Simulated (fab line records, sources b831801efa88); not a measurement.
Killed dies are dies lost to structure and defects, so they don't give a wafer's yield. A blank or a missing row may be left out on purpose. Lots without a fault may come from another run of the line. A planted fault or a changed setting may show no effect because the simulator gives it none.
One fault seen from 2 desks | flow gf180mcu | each desk has only its own numbers; what lay behind them comes last

THE TOOL OWNER'S DESK: pvd_sputter-02
The tool's own readings at GF_V5_SPUTTER_21 (material Ti, target thk 15 nm, time 80.02 s): means of the sampled wafers that have a number, for each lot that ran on this tool. A lot is out of limits, marked OUT, if its mean lies more than 4 standard deviations from the usual mean; the brackets give that distance.
Columns: A = cathode_dc_power_W at GF_V5_SPUTTER_21, usual 2500.0 W; B = throttle_valve_pct at GF_V5_SPUTTER_21, usual 29.9 %
lot  | first seen here | A                        | B
L515 | day 27 04:11    | 2499.9                   | 30.7
L517 | day 28 02:47    | 2499.7                   | 30.6
L518 | day 28 05:27    | 2869.9 (+99 or more) OUT | 30.5
L523 | day 29 17:26    | 2869.6 (+99 or more) OUT | 30.8
L532 | day 32 05:27    | 2500.2                   | 31.1
L534 | day 32 17:11    | 2499.9                   | 30.8
L538 | day 33 15:01    | 2500.1                   | 30.9
This desk's finding: out of limits on L518, L523; first on L518, day 28 05:27 (cathode_dc_power_W at GF_V5_SPUTTER_21). In limits: L515, L517, L532, L534, L538.

THE METROLOGY DESK
What the gauges read, lot by lot, whatever tool the lot ran on: means of the sampled wafers that have a number. A lot is out of limits, marked OUT, if its mean lies more than 4 standard deviations from the usual mean; the brackets give that distance.
Columns: A = MIM_ALCU_THK at GF_MIM_THK_MEAS_11, usual 206 nm
lot  | first seen here | A
L515 | day 24 10:19    | 204
L517 | day 25 10:23    | 205
L518 | day 25 13:17    | 205
L523 | day 27 04:54    | 208
L524 | day 27 16:56    | 203
L527 | day 28 17:43    | 209
L530 | day 29 08:37    | 208
L531 | day 29 17:20    | 205
L532 | day 29 19:54    | 209
L534 | day 30 09:32    | 204
L535 | day 30 20:20    | 208
L536 | day 30 22:59    | 206
L538 | day 31 11:41    | 204
This desk's finding: nothing out of limits on any of the 13 lots.

PUT TOGETHER
The tool owner's desk could have raised an alarm at day 28 05:27, on L518, L523.
The metrology desk saw nothing out of limits.
The metrology desk has L518, L523 on record, within its limits.
Of the lots named, all ran GF_V5_SPUTTER_21 on pvd_sputter-02.

WHAT THE SIMULATOR HAD PUT IN
Process parameter drift: pvd_sputter-02, from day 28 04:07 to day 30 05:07, at GF_V5_SPUTTER_21. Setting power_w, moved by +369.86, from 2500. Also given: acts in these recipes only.
Lots struck among those shown: L518, L523.
Hours from the fault's start to each desk's first reading out of limits: the tool owner's desk, 1.
